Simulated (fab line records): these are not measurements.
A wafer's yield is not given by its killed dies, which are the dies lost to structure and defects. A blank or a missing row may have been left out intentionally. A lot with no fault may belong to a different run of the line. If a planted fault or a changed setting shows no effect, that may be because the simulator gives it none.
fab line records    flow sky130
record: lots: 5  wafers: 15  last_day: 48
route steps=708 shown LDD_LDN@301 SPACER@304 POLY_CUT@307 SD_P@320
lots that met no fault: from a run of the same line without faults
start_h: the number of hours between the record's first day and the start of the first shown wafer of the lot    wait_h: hours elapsed since this lot's preceding step    " unchanged from the row above    L1.1+2: a single row standing in for several wafers    - no value, or no start given    * or withheld: withheld    < > ~ a bound
route shown NAME@n: names a module that has steps shown in the file, with the first one's number in the route    usual: average and standard deviation across the fault-free wafers    same: alike in all rows    chamber/n: place in a boat    sites: each site's reading    _std_site: standard deviation across them    _edge_site: outer sites' mean less inner sites'    radius_mm: for every site, how far away it sits from the centre of the wafer    mask NAME#n: copy n    behind: the last tool/chamber to shape the wafer    hold: why the lot was held/for how many hours/how that ended    device: whichever transistor did not switch (one of n, p or np)    end of line: the same wafers' tests at the end of the route    where a step has no rows: the recipe by itself    killed: the dies lost at the first sort to structure and to defects; this is not the yield of the wafer    map: a wafer's dies, x killed, . not, _ none there
set.NAME: the setting the step ran with; set.NAME@STEP: the setting that earlier step ran with    model.NAME: the simulator's own value behind a step, which no gauge read
certain route steps with their lots: each step a table, each wafer a row
services: the hour from which a tool's chamber was out of use, counted from the record's first day as start_h (under 0 if before that day), plus the number of hours and why
== steps ==
step: SKY_LDD_LDN_STRIP_12
recipe: chemistry: O2/N2  power_w: 1400  pressure_mtorr: 1500  platen_temp_c: withheld  o2_flow_sccm: 3000  n2_flow_sccm: 300  overash_fraction: 0.5
usual: drypump_motor_current_A: 6.00/0.24  oes_product_au: 0.716/0.0043  strip_time_to_endpoint_s: 14.17/0.034
lot.wafer  tool             chamber  start_h  wait_h  drypump_motor_current_A  oes_product_au  rf_hours_counter_h  strip_time_to_endpoint_s
L074.1     plasma_asher-01  1        529.07   0.1     5.97                     0.709           8                   14.12
L074.2     "                0        "        "       5.82                     0.717           8                   14.15
L074.6     "                0        "        "       5.79                     0.714           -                   14.19
L076.1     plasma_asher-01  1        558.65   0.1     5.98                     0.710           11                  14.10
L076.4     "                0        "        "       5.79                     0.722           -                   14.14
L076.6     "                1        "        "       6.00                     0.713           -                   14.13
L075.1     plasma_asher-04  1        558.82   0.1     5.79                     0.715           74                  14.14
L075.4     "                0        "        "       6.40                     0.718           -                   14.14
L075.6     "                1        "        "       5.77                     0.714           -                   14.14
L078.1     plasma_asher-01  1        565.70   0.1     5.98                     0.714           12                  14.17
L078.5     "                0        "        "       5.81                     0.719           -                   14.19
L078.6     "                1        "        "       6.01                     0.716           -                   14.16
L087.1     plasma_asher-04  0        643.32   0.1     6.40                     0.715           82                  14.16
L087.2     "                1        "        "       5.81                     0.710           82                  14.21
L087.5     "                1        "        "       5.75                     0.709           -                   14.21
step: SKY_LDD_LDN_TW_MEAS_13
usual: LDD_LDN_TW: 1460/5.6
lot.wafer  tool           chamber  start_h  wait_h  LDD_LDN_TW
L074.1     film_metro-01  -        529.17   0.1     1456
L074.2     "              -        "        "       1460
L074.6     "              -        "        "       1462
L076.1     film_metro-03  -        558.75   0.1     1458
L076.4     "              -        "        "       1460
L076.6     "              -        "        "       1464
L075.1     film_metro-01  -        558.92   0.1     1466
L075.4     "              -        "        "       1455
L075.6     "              -        "        "       1456
L078.1     film_metro-01  -        565.80   0.1     1458
L078.5     "              -        "        "       1463
L078.6     "              -        "        "       1467
L087.1     film_metro-01  -        643.42   0.1     1457
L087.2     "              -        "        "       1461
L087.5     "              -        "        "       1457
step: SKY_LDD_LDN_CLEAN_14
recipe: chemistry: SC1/SC2  mix: 1:4:20  temp_c: 70  time_s: 150  dry: n2_spin
lot.wafer   tool          chamber  start_h  wait_h
L074.1+2+6  wet_bench-01  0        529.23   0.1
L076.1+4+6  wet_bench-04  0        558.81   0.1
L075.1+4+6  wet_bench-01  3        558.98   0.1
L078.1+5+6  wet_bench-04  2        565.86   0.1
L087.1+2+5  wet_bench-04  0        643.48   0.1
step: SKY_SPACER_CVD_00
recipe: material: Si3N4  precursor: DCS/NH3  target_thk_nm: 43.1  temp_c: 770  time_s: 740  pressure_mtorr: 250
usual: spike_tc_top_C: 780.5/1.2  susceptor_temp_C: 770.0/0.35
lot.wafer  tool      chamber  start_h  wait_h  spike_tc_top_C  susceptor_temp_C
L074.1     lpcvd-02  1        530.04   0.8     779.6           769.7
L074.2     "         1        "        "       780.1           769.8
L074.6     "         1        "        "       780.7           769.8
L076.1     lpcvd-02  1        558.87   0.0     778.6           770.2
L076.4     "         1        "        "       779.8           769.9
L076.6     "         1        "        "       778.5           770.1
L075.1     lpcvd-02  1        560.08   1.0     780.1           769.7
L075.4     "         1        "        "       779.6           770.4
L075.6     "         1        "        "       779.5           770.0
L078.1     lpcvd-02  0        565.92   0.0     782.1           770.9
L078.5     "         0        "        "       780.1           770.7
L078.6     "         0        "        "       781.4           770.1
L087.1     lpcvd-02  0        643.58   0.0     780.0           769.4
L087.2     "         0        "        "       782.8           769.4
L087.5     "         0        "        "       781.9           770.1
step: SKY_SPACER_THK_MEAS_01
recipe: reads: Si3N4_of_SPACER_CVD_00
usual: SPACER_CVD_00_THK: 43.2/0.39
lot.wafer  tool           chamber  start_h  wait_h  SPACER_CVD_00_THK[nm]
L074.1     film_metro-02  -        531.25   0.0     42.6
L074.2     "              -        "        "       42.9
L074.6     "              -        "        "       42.7
L076.1     film_metro-03  -        560.08   0.0     43.1
L076.4     "              -        "        "       42.9
L076.6     "              -        "        "       43.1
L075.1     film_metro-03  -        561.28   0.0     43.2
L075.4     "              -        "        "       43.6
L075.6     "              -        "        "       43.5
L078.1     film_metro-03  -        567.13   0.0     42.6
L078.5     "              -        "        "       43.2
L078.6     "              -        "        "       42.9
L087.1     film_metro-01  -        644.79   0.0     43.8
L087.2     "              -        "        "       43.6
L087.5     "              -        "        "       43.8
step: SKY_SPACER_ETCHBACK_02
recipe: chemistry: CH3F/O2  target: Si3N4  stop_on: SiO2  source_w: 400  bias_w: 80  pressure_mtorr: 25  ch3f_flow_sccm: 40  O2_flow_sccm: 30  time_s: 46.7  target_depth_a: 450
usual: ch3f_flow_sccm: 40.00/0.13  drypump_motor_current_A: 5.9/0.45  oes_product_au: 0.856/0.0063  throttle_valve_pct: 10.564/0.009
lot.wafer  tool         chamber  start_h  wait_h  ch3f_flow_sccm  drypump_motor_current_A  oes_product_au  rf_hours_counter_h  throttle_valve_pct
L074.1     rie_diel-03  1        531.31   0.1     39.82           5.9                      0.846           9                   10.577
L074.2     "            3        "        "       39.87           6.4                      0.854           47                  10.561
L074.6     "            2        "        "       39.92           6.4                      0.853           -                   10.568
L076.1     rie_diel-04  1        560.14   0.1     40.05           5.8                      0.861           72                  10.567
L076.4     "            0        "        "       40.00           5.7                      0.855           -                   10.551
L076.6     "            1        "        "       39.94           5.9                      0.855           -                   10.563
L075.1     rie_diel-04  2        561.34   0.1     39.89           6.5                      0.854           1                   10.548
L075.4     "            2        "        "       39.91           6.4                      0.870           -                   10.549
L075.6     "            0        "        "       39.83           5.7                      0.855           -                   10.570
L078.1     rie_diel-04  3        567.19   0.1     40.12           5.9                      0.848           0                   10.562
L078.5     "            2        "        "       40.02           6.4                      0.861           -                   10.575
L078.6     "            1        "        "       40.10           5.9                      0.851           -                   10.577
L087.1     rie_diel-03  0        644.85   0.1     39.89           5.6                      0.852           9                   10.549
L087.2     "            2        "        "       40.19           6.4                      0.856           16                  10.567
L087.5     "            2        "        "       40.25           6.4                      0.858           -                   10.569
step: SKY_POLY_CUT_DEHYDRATE_00
recipe: temp_c: 200  time_s: 60
usual: heater_power_total_W: 160.39/0.12
lot.wafer  tool            chamber  start_h  wait_h  heater_power_total_W
L074.1     litho_track-04  0        545.09   13.8    160.41
L074.2     "               0        "        "       160.52
L074.6     "               0        "        "       160.42
L076.1     litho_track-01  0        573.78   13.6    160.44
L076.4     "               0        "        "       160.31
L076.6     "               0        "        "       160.49
L075.1     litho_track-04  0        574.99   13.6    160.60
L075.4     "               0        "        "       160.39
L075.6     "               0        "        "       160.38
L078.1     litho_track-04  0        580.59   13.4    160.28
L078.5     "               0        "        "       160.51
L078.6     "               0        "        "       160.29
L087.1     litho_track-01  0        658.13   13.3    160.33
L087.2     "               0        "        "       160.26
L087.5     "               0        "        "       160.28
step: SKY_POLY_CUT_HMDS_01
recipe: prime_time_s: 60  prime_temp_c: 120
lot.wafer   tool            chamber  start_h  wait_h
L074.1+2+6  litho_track-04  0        545.24   0.1
L076.1+4+6  litho_track-01  0        573.93   0.1
L075.1+4+6  litho_track-04  0        575.14   0.1
L078.1+5+6  litho_track-04  0        580.74   0.1
L087.1+2+5  litho_track-01  0        658.28   0.1
step: SKY_POLY_CUT_COAT_02
recipe: resist: BARC  temp_c: withheld  time_s: withheld  spin_rpm: 3000  resist_thk_nm: 60
lot.wafer   tool            chamber  start_h  wait_h
L074.1+2+6  litho_track-04  0        545.39   0.1
L076.1+4+6  litho_track-01  0        574.08   0.1
L075.1+4+6  litho_track-04  0        575.29   0.1
L078.1+5+6  litho_track-04  0        580.89   0.1
L087.1+2+5  litho_track-01  0        658.43   0.1
step: SKY_POLY_CUT_COAT_03
recipe: resist: KrF-thick  spin_rpm: 3000  resist_thk_nm: 450
lot.wafer   tool            chamber  start_h  wait_h
L074.1+2+6  litho_track-04  0        -        -
L076.1+4+6  litho_track-01  0        -        -
L075.1+4+6  litho_track-04  0        -        -
L078.1+5+6  litho_track-04  0        -        -
L087.1+2+5  litho_track-01  0        -        -
step: SKY_POLY_CUT_SOFTBAKE_04
recipe: temp_c: 100  time_s: 90  resist: KrF-thick
usual: heater_power_total_W: 57.35/0.11
lot.wafer  tool            chamber  start_h  wait_h  heater_power_total_W
L074.1     litho_track-04  0        -        -       57.39
L074.2     "               0        "        "       57.26
L074.6     "               0        "        "       57.29
L076.1     litho_track-01  0        -        -       57.58
L076.4     "               0        "        "       57.51
L076.6     "               0        "        "       57.43
L075.1     litho_track-04  0        -        -       57.39
L075.4     "               0        "        "       57.29
L075.6     "               0        "        "       57.54
L078.1     litho_track-04  0        -        -       57.23
L078.5     "               0        "        "       57.16
L078.6     "               0        "        "       57.48
L087.1     litho_track-01  0        -        -       57.34
L087.2     "               0        "        "       57.22
L087.5     "               0        "        "       57.33
step: SKY_POLY_CUT_EXPOSE_05
recipe: mask_id: NPCM  na: 0.8  source_shape: annular  sigma_inner: 0.55  sigma_outer: 0.85  target_cd_nm: 270  dose_mj: 32
usual: stage_vel_mm_s: 499.96/0.25
lot.wafer  tool            chamber  start_h  wait_h  mask    stage_vel_mm_s
L074.1     krf_scanner-02  0        -        -       NPCM#0  500.08
L074.2     "               0        "        "       NPCM#0  500.12
L074.6     "               0        "        "       NPCM#0  499.61
L076.1     krf_scanner-02  0        -        -       NPCM#0  499.96
L076.4     "               0        "        "       NPCM#0  499.74
L076.6     "               0        "        "       NPCM#0  500.04
L075.1     krf_scanner-02  0        -        -       NPCM#0  500.05
L075.4     "               0        "        "       NPCM#0  500.18
L075.6     "               0        "        "       NPCM#0  500.32
L078.1     krf_scanner-01  0        -        -       NPCM#0  499.87
L078.5     "               0        "        "       NPCM#0  500.02
L078.6     "               0        "        "       NPCM#0  499.68
L087.1     krf_scanner-01  0        -        -       NPCM#0  499.85
L087.2     "               0        "        "       NPCM#0  499.99
L087.5     "               0        "        "       NPCM#0  500.14
step: SKY_POLY_CUT_PEB_06
recipe: peb_temp_c: withheld  peb_time_s: withheld  resist: KrF-thick
lot.wafer   tool            chamber  start_h  wait_h
L074.1+2+6  litho_track-02  0        -        -
L076.1+4+6  litho_track-02  0        -        -
L075.1+4+6  litho_track-04  0        -        -
L078.1+5+6  litho_track-02  0        -        -
L087.1+2+5  litho_track-02  0        -        -
step: SKY_POLY_CUT_DEVELOP_07
recipe: develop_time_s: 60  resist: KrF-thick  dev_temp_c: 21
lot.wafer   tool            chamber  start_h  wait_h
L074.1+2+6  litho_track-02  0        -        -
L076.1+4+6  litho_track-02  0        -        -
L075.1+4+6  litho_track-04  0        -        -
L078.1+5+6  litho_track-02  0        -        -
L087.1+2+5  litho_track-02  0        -        -
step: SKY_POLY_CUT_CD_MEAS_08
recipe: target_cd_nm: 270
usual: cd_nm: 269.8/1.7
lot.wafer  tool       chamber  start_h  wait_h  cd_nm
L074.1     cd_sem-01  -        561.24   -       272.2
L074.2     "          -        "        "       271.4
L074.6     "          -        "        "       272.9
L076.1     cd_sem-01  -        589.94   -       267.9
L076.4     "          -        "        "       266.5
L076.6     "          -        "        "       266.5
L075.1     cd_sem-02  -        591.59   -       269.2
L075.4     "          -        "        "       268.0
L075.6     "          -        "        "       268.0
L078.1     cd_sem-01  -        597.29   -       270.7
L078.5     "          -        "        "       269.8
L078.6     "          -        "        "       269.7
L087.1     cd_sem-02  -        673.01   -       268.5
L087.2     "          -        "        "       266.2
L087.5     "          -        "        "       267.4
step: SKY_POLY_CUT_OVL_MEAS_09
usual: POLY_CUT_OVL: -2/6.8
lot.wafer  tool        chamber  start_h  wait_h  POLY_CUT_OVL[nm]
L074.1     overlay-01  -        561.36   0.1     12
L074.2     "           -        "        "       2
L074.6     "           -        "        "       4
L076.1     overlay-02  -        590.06   0.1     -7
L076.4     "           -        "        "       2
L076.6     "           -        "        "       -2
L075.1     overlay-01  -        591.71   0.1     -8
L075.4     "           -        "        "       -7
L075.6     "           -        "        "       -10
L078.1     overlay-02  -        597.41   0.1     7
L078.5     "           -        "        "       2
L078.6     "           -        "        "       -1
L087.1     overlay-02  -        673.13   0.1     -6
L087.2     "           -        "        "       -3
L087.5     "           -        "        "       5
step: SKY_POLY_CUT_ETCH_10
recipe: chemistry: N2/H2  target: BARC  ion_energy_ev: 200  source_w: 500  bias_w: 100  pressure_mtorr: 30  n2_flow_sccm: 100  h2_flow_sccm: 200  stop_on: SiO2  time_s: 45.9  target_depth_a: 600
usual: drypump_motor_current_A: 5.7/0.42  oes_product_au: 0.855/0.0046  throttle_valve_pct: 13.224/0.009
lot.wafer  tool         chamber  start_h  wait_h  drypump_motor_current_A  oes_product_au  rf_hours_counter_h  throttle_valve_pct
L074.1     rie_diel-02  1        561.39   0.0     5.7                      0.859           18                  13.222
L074.2     "            3        "        "       5.4                      0.848           12                  13.218
L074.6     "            1        "        "       5.7                      0.857           -                   13.213
L076.1     rie_diel-03  3        590.09   0.0     6.4                      0.856           49                  13.213
L076.4     "            1        "        "       5.9                      0.849           10                  13.230
L076.6     "            1        "        "       5.9                      0.851           -                   13.230
L075.1     rie_diel-02  3        591.74   0.0     5.4                      0.856           13                  13.237
L075.4     "            1        "        "       5.7                      0.850           19                  13.222
L075.6     "            1        "        "       5.7                      0.855           -                   13.226
L078.1     rie_diel-03  2        597.44   0.0     6.4                      0.857           14                  13.229
L078.5     "            3        "        "       6.4                      0.856           -                   13.229
L078.6     "            0        "        "       5.5                      0.853           -                   13.221
L087.1     rie_diel-01  1        673.16   0.0     6.1                      0.854           9                   13.219
L087.2     "            0        "        "       5.8                      0.854           1                   13.211
L087.5     "            3        "        "       4.9                      0.853           -                   13.219
step: SKY_POLY_CUT_ETCH_11
recipe: target: Si3N4  chemistry: CF4/CH2F2/Ar  stop_on: poly-Si  source_w: 600  bias_w: 150  pressure_mtorr: 40  cf4_flow_sccm: 40  ch2f2_flow_sccm: 20  Ar_flow_sccm: 150  time_s: 42.5  target_depth_a: 600
usual: ch2f2_flow_sccm: 19.98/0.056  drypump_motor_current_A: 5.7/0.42  oes_product_au: 0.832/0.006  throttle_valve_pct: 14.995/0.0092
lot.wafer  tool         chamber  start_h  wait_h  ch2f2_flow_sccm  drypump_motor_current_A  oes_product_au  rf_hours_counter_h  throttle_valve_pct
L074.1     rie_diel-02  1        561.44   0.0     20.01            5.7                      0.832           18                  15.021
L074.2     "            3        "        "       19.93            5.4                      0.841           12                  15.009
L074.6     "            1        "        "       19.91            5.7                      0.828           -                   14.999
L076.1     rie_diel-03  3        590.14   0.0     20.02            6.4                      0.829           49                  14.982
L076.4     "            1        "        "       19.97            5.9                      0.839           10                  15.005
L076.6     "            1        "        "       20.05            5.8                      0.829           -                   14.999
L075.1     rie_diel-02  3        591.79   0.0     20.02            5.5                      0.827           13                  14.981
L075.4     "            1        "        "       19.97            5.7                      0.830           19                  14.994
L075.6     "            1        "        "       20.02            5.7                      0.837           -                   14.999
L078.1     rie_diel-03  2        597.49   0.0     20.03            6.4                      0.834           14                  14.986
L078.5     "            3        "        "       19.95            6.5                      0.827           -                   14.983
L078.6     "            0        "        "       20.04            5.5                      0.831           -                   14.990
L087.1     rie_diel-01  1        673.21   0.0     20.02            6.1                      0.830           9                   15.004
L087.2     "            0        "        "       20.04            5.8                      0.832           1                   14.994
L087.5     "            3        "        "       20.06            5.0                      0.826           -                   15.001
step: SKY_POLY_CUT_STRIP_12
recipe: chemistry: O2/N2  power_w: 1400  pressure_mtorr: 1500  platen_temp_c: withheld  o2_flow_sccm: 3000  n2_flow_sccm: 300  overash_fraction: 0.5
usual: drypump_motor_current_A: 6.0/0.39  oes_product_au: 0.453/0.0045  strip_time_to_endpoint_s: 5.349/0.015
lot.wafer  tool             chamber  start_h  wait_h  drypump_motor_current_A  oes_product_au  rf_hours_counter_h  strip_time_to_endpoint_s
L074.1     plasma_asher-04  0        561.48   0.0     6.3                      0.457           74                  5.347
L074.2     "                1        "        "       5.8                      0.452           74                  5.336
L074.6     "                0        "        "       6.4                      0.464           -                   5.340
L076.1     plasma_asher-04  0        590.18   0.0     6.4                      0.454           77                  5.371
L076.4     "                1        "        "       5.8                      0.452           -                   5.369
L076.6     "                0        "        "       6.4                      0.446           -                   5.333
L075.1     plasma_asher-03  0        591.83   0.0     6.5                      0.450           87                  5.321
L075.4     "                1        "        "       5.5                      0.445           -                   5.369
L075.6     "                1        "        "       5.5                      0.449           -                   5.374
L078.1     plasma_asher-04  1        597.53   0.0     5.8                      0.453           78                  5.342
L078.5     "                1        "        "       5.8                      0.447           -                   5.337
L078.6     "                0        "        "       6.4                      0.461           -                   5.345
L087.1     plasma_asher-03  0        673.25   0.0     6.6                      0.449           94                  5.330
L087.2     "                1        "        "       5.4                      0.445           94                  5.335
L087.5     "                1        "        "       5.5                      0.458           -                   5.318
step: SKY_SD_P_DEHYDRATE_00
recipe: temp_c: 200  time_s: 60
usual: heater_power_total_W: 160.38/0.12
lot.wafer  tool            chamber  start_h  wait_h  heater_power_total_W
L074.1     litho_track-03  0        575.52   14.0    160.48
L074.2     "               0        "        "       160.31
L074.6     "               0        "        "       160.45
L076.1     litho_track-02  0        604.09   13.9    160.33
L076.4     "               0        "        "       160.48
L076.6     "               0        "        "       160.18
L075.1     litho_track-04  0        605.49   13.6    160.49
L075.4     "               0        "        "       160.30
L075.6     "               0        "        "       160.40
L078.1     litho_track-02  0        611.04   13.5    160.35
L078.5     "               0        "        "       160.36
L078.6     "               0        "        "       160.53
L087.1     litho_track-02  0        686.74   13.5    160.47
L087.2     "               0        "        "       160.36
L087.5     "               0        "        "       160.20
step: SKY_SD_P_HMDS_01
recipe: prime_time_s: 60  prime_temp_c: 120
lot.wafer   tool            chamber  start_h  wait_h
L074.1+2+6  litho_track-03  0        575.67   0.1
L076.1+4+6  litho_track-02  0        604.24   0.1
L075.1+4+6  litho_track-04  0        605.64   0.1
L078.1+5+6  litho_track-02  0        611.19   0.1
L087.1+2+5  litho_track-02  0        686.89   0.1
step: SKY_SD_P_COAT_02
recipe: resist: NOVOLAK  spin_rpm: 3000  resist_thk_nm: 1140
lot.wafer   tool            chamber  start_h  wait_h
L074.1+2+6  litho_track-03  0        575.82   0.1
L076.1+4+6  litho_track-02  0        604.39   0.1
L075.1+4+6  litho_track-04  0        605.79   0.1
L078.1+5+6  litho_track-02  0        611.34   0.1
L087.1+2+5  litho_track-02  0        687.04   0.1
step: SKY_SD_P_SOFTBAKE_03
recipe: temp_c: 90  time_s: 60  resist: NOVOLAK
usual: heater_power_total_W: 56.60/0.042
lot.wafer  tool            chamber  start_h  wait_h  heater_power_total_W
L074.1     litho_track-03  0        575.97   0.1     56.49
L074.2     "               0        "        "       56.61
L074.6     "               0        "        "       56.66
L076.1     litho_track-02  0        604.54   0.1     56.62
L076.4     "               0        "        "       56.64
L076.6     "               0        "        "       56.57
L075.1     litho_track-04  0        605.94   0.1     56.60
L075.4     "               0        "        "       56.62
L075.6     "               0        "        "       56.64
L078.1     litho_track-02  0        611.49   0.1     56.66
L078.5     "               0        "        "       56.61
L078.6     "               0        "        "       56.62
L087.1     litho_track-02  0        687.19   0.1     56.57
L087.2     "               0        "        "       56.58
L087.5     "               0        "        "       56.65
step: SKY_SD_P_EXPOSE_04
recipe: mask_id: PSDM  na: 0.6  source_shape: conventional  sigma_outer: 0.6  polarization: unpolarized  target_cd_nm: 380  dose_mj: 138
usual: stage_vel_mm_s: 500.04/0.27
lot.wafer  tool              chamber  start_h  wait_h  mask    stage_vel_mm_s
L074.1     iline_stepper-02  0        -        -       PSDM#0  499.81
L074.2     "                 0        "        "       PSDM#0  499.79
L074.6     "                 0        "        "       PSDM#0  499.66
L076.1     iline_stepper-01  0        -        -       PSDM#0  500.15
L076.4     "                 0        "        "       PSDM#0  499.90
L076.6     "                 0        "        "       PSDM#0  499.97
L075.1     iline_stepper-02  0        -        -       PSDM#0  500.07
L075.4     "                 0        "        "       PSDM#0  500.63
L075.6     "                 0        "        "       PSDM#0  500.32
L078.1     iline_stepper-01  0        -        -       PSDM#0  500.09
L078.5     "                 0        "        "       PSDM#0  499.98
L078.6     "                 0        "        "       PSDM#0  499.71
L087.1     iline_stepper-02  0        -        -       PSDM#0  500.31
L087.2     "                 0        "        "       PSDM#0  500.19
L087.5     "                 0        "        "       PSDM#0  500.36
step: SKY_SD_P_PEB_05
recipe: temp_c: withheld  time_s: *  resist: NOVOLAK
lot.wafer   tool            chamber  start_h  wait_h
L074.1+2+6  litho_track-03  0        -        -
L076.1+4+6  litho_track-04  0        -        -
L075.1+4+6  litho_track-04  0        -        -
L078.1+5+6  litho_track-03  0        -        -
L087.1+2+5  litho_track-03  0        -        -
step: SKY_SD_P_DEVELOP_06
recipe: resist: NOVOLAK  developer: TMAH  develop_time_s: 60  dev_temp_c: 23
lot.wafer   tool            chamber  start_h  wait_h
L074.1+2+6  litho_track-03  0        591.57   0.1
L076.1+4+6  litho_track-04  0        619.19   0.1
L075.1+4+6  litho_track-04  0        621.04   0.1
L078.1+5+6  litho_track-03  0        626.52   0.1
L087.1+2+5  litho_track-03  0        700.17   0.1
step: SKY_SD_P_CD_MEAS_07
recipe: target_cd_nm: 380
usual: cd_nm: 379.2/2.6
lot.wafer  tool       chamber  start_h  wait_h  cd_nm
L074.1     cd_sem-01  -        591.72   0.1     379.4
L074.2     "          -        "        "       380.3
L074.6     "          -        "        "       379.2
L076.1     cd_sem-02  -        619.34   0.1     382.1
L076.4     "          -        "        "       379.6
L076.6     "          -        "        "       381.2
L075.1     cd_sem-02  -        621.19   0.1     380.7
L075.4     "          -        "        "       378.9
L075.6     "          -        "        "       380.2
L078.1     cd_sem-01  -        626.67   0.1     380.5
L078.5     "          -        "        "       381.9
L078.6     "          -        "        "       380.6
L087.1     cd_sem-01  -        700.32   0.1     374.4
L087.2     "          -        "        "       375.7
L087.5     "          -        "        "       373.0
step: SKY_SD_P_OVL_MEAS_08
usual: SD_P_OVL: -0.5/1.3
lot.wafer  tool        chamber  start_h  wait_h  SD_P_OVL[nm]
L074.1     overlay-02  -        591.84   0.1     0.4
L074.2     "           -        "        "       -0.4
L074.6     "           -        "        "       -1.0
L076.1     overlay-01  -        619.46   0.1     0.4
L076.4     "           -        "        "       0.8
L076.6     "           -        "        "       0.5
L075.1     overlay-02  -        621.31   0.1     0.1
L075.4     "           -        "        "       -1.2
L075.6     "           -        "        "       0.0
L078.1     overlay-02  -        626.79   0.1     -0.3
L078.5     "           -        "        "       -0.8
L078.6     "           -        "        "       -1.9
L087.1     overlay-02  -        700.44   0.1     -2.6
L087.2     "           -        "        "       -3.9
L087.5     "           -        "        "       -2.0
step: SKY_SD_P_IMPLANT_09
recipe: species: BF2  energy_kev: 20  dose_cm2: 3e+15  tilt_deg: 0
lot.wafer   tool          chamber  start_h  wait_h
L074.1+2+6  implanter-04  0        591.87   0.0
L076.1+4+6  implanter-02  0        619.49   0.0
L075.1+4+6  implanter-01  0        621.34   0.0
L078.1+5+6  implanter-02  0        626.82   0.0
L087.1+2+5  implanter-04  0        700.47   0.0
step: SKY_SD_P_STRIP_10
recipe: chemistry: O2/N2  power_w: 1400  pressure_mtorr: 1500  platen_temp_c: withheld  o2_flow_sccm: 3000  n2_flow_sccm: 300  overash_fraction: 0.5
usual: drypump_motor_current_A: 6.0/0.42  oes_product_au: 0.618/0.0046  strip_time_to_endpoint_s: 17.50/0.038
lot.wafer  tool             chamber  start_h  wait_h  drypump_motor_current_A  oes_product_au  rf_hours_counter_h  strip_time_to_endpoint_s
L074.1     plasma_asher-02  1        592.02   0.1     5.8                      0.613           47                  17.61
L074.2     "                0        "        "       6.4                      0.618           47                  17.60
L074.6     "                1        "        "       5.8                      0.621           -                   17.60
L076.1     plasma_asher-03  1        619.64   0.1     5.5                      0.619           89                  17.47
L076.4     "                1        "        "       5.5                      0.617           -                   17.45
L076.6     "                1        "        "       5.5                      0.626           -                   17.48
L075.1     plasma_asher-03  0        621.49   0.1     6.5                      0.615           89                  17.48
L075.4     "                0        "        "       6.6                      0.621           -                   17.53
L075.6     "                1        "        "       5.5                      0.615           -                   17.47
L078.1     plasma_asher-02  1        626.97   0.1     5.8                      0.625           51                  17.44
L078.5     "                1        "        "       5.8                      0.621           -                   17.47
L078.6     "                0        "        "       6.3                      0.620           -                   17.47
L087.1     plasma_asher-02  0        700.62   0.1     6.3                      0.619           58                  17.39
L087.2     "                1        "        "       5.8                      0.609           58                  17.45
L087.5     "                1        "        "       5.8                      0.620           -                   17.48
== services ==
tool              chamber  start_h  hours  kind
rie_diel-04       -        506.22   0.4    repair
krf_scanner-02    -        512.54   0.6    repair
rie_diel-02       -        516.46   0.5    repair
krf_scanner-02    -        516.79   0.8    pm
krf_scanner-02    -        524.39   1.6    repair
rie_diel-04       -        539.64   1.1    repair
lpcvd-02          -        541.25   0.7    repair
plasma_asher-03   -        541.40   10.2   repair
iline_stepper-02  -        547.25   10.9   repair
rie_diel-02       -        550.23   0.6    repair
rie_diel-02       0        579.77   1.2    repair
iline_stepper-02  -        580.85   1.7    pm
rie_diel-03       1        584.00   3.7    repair
rie_diel-02       0        602.26   2.3    repair
rie_diel-04       2        621.31   2.7    repair
krf_scanner-02    -        622.61   1.0    pm
rie_diel-03       3        626.52   2.3    repair
krf_scanner-02    -        627.21   3.6    pm
rie_diel-02       1        629.49   3.1    repair
plasma_asher-03   -        649.88   4.2    repair
krf_scanner-02    -        654.94   1.3    pm
rie_diel-04       3        658.40   2.5    repair
rie_diel-03       -        695.88   4.3    repair
rie_diel-03       2        698.08   3.5    repair
== key ==
fault none
